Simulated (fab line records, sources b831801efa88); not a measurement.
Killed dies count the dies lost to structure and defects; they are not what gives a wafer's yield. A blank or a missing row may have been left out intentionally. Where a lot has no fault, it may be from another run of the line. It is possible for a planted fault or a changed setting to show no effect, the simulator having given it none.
2 desks, one fault -- flow sky130 -- each desk holds nothing but its own numbers, with what lay behind them at the end

FROM THE METROLOGY DESK
What the gauges read, lot by lot, whatever tool the lot ran on: means of the sampled wafers that have a number. Marked OUT: a lot whose mean sits more than 4 standard deviations from the usual mean, which makes it out of limits; the brackets give that distance.
Columns: A = VIA3_HDPCVD_THK at SKY_VIA3_THK_MEAS_01, usual 1637 nm; B = VIA3_OVL at SKY_VIA3_OVL_MEAS_13, usual 0 nm
lot,first seen here,A,B
L178,day 38 04:53,1646,-9
L180,day 39 01:31,1631,3
L181,day 39 04:17,1631,1
L182,day 39 14:20,1636,0
L184,day 40 15:28,1636,-7
L186,day 41 08:03,1643,6
L192,day 43 02:39,1670,-0
L194,day 43 07:48,1638,-1
L193,day 43 08:22,1625,2
L195,day 43 11:30,1640,6
L198,day 44 09:13,1651,6
L199,day 44 13:31,1668,4
L200,day 44 16:21,1631,-1
This desk's finding: nothing out of limits on any of the 13 lots.

TOOL OWNER'S DESK, pvdSputter-04
The tool's own readings at SKY_METAL4_SPUTTER_04 (material TiN, target thk 70 nm, time 58.3 s): means of the sampled wafers that have a number, for each lot that ran on this tool. Marked OUT: a lot whose mean sits more than 4 standard deviations from the usual mean, which makes it out of limits; the brackets give that distance.
Columns: A = cathodeDcPowerW at SKY_METAL4_SPUTTER_04, usual 6500.0 W; B = throttleValvePct at SKY_METAL4_SPUTTER_04, usual 29.8 %
lot,first seen here,A,B
L178,day 39 09:01,6498.8,29.2
L180,day 40 04:16,6500.0,29.4
L182,day 40 17:02,6500.6,29.3
L192,day 44 03:14,7510.5 (+99 or more) OUT,29.1
L193,day 44 09:52,7510.6 (+99 or more) OUT,29.8
This desk's finding: out of limits on L192, L193; first on L192, day 44 03:14 (cathodeDcPowerW at SKY_METAL4_SPUTTER_04). Within limits: L178, L180, L182.

TAKEN TOGETHER
The tool owner's desk had the chance to raise an alarm at day 44 03:14 on L192, L193.
Metrology desk: nothing out of limits seen.
The metrology desk holds a record of L192, L193, inside its limits.
On pvdSputter-04, each named lot ran SKY_METAL4_SPUTTER_04.

WHAT HAD BEEN PUT IN BY THE SIMULATOR
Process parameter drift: pvdSputter-04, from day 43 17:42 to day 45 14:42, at SKY_METAL4_SPUTTER_04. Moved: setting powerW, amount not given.
Struck lots among those shown: L192, L193.
Each desk's first reading out of limits, in hours after the fault started: the tool owner's desk, 10.
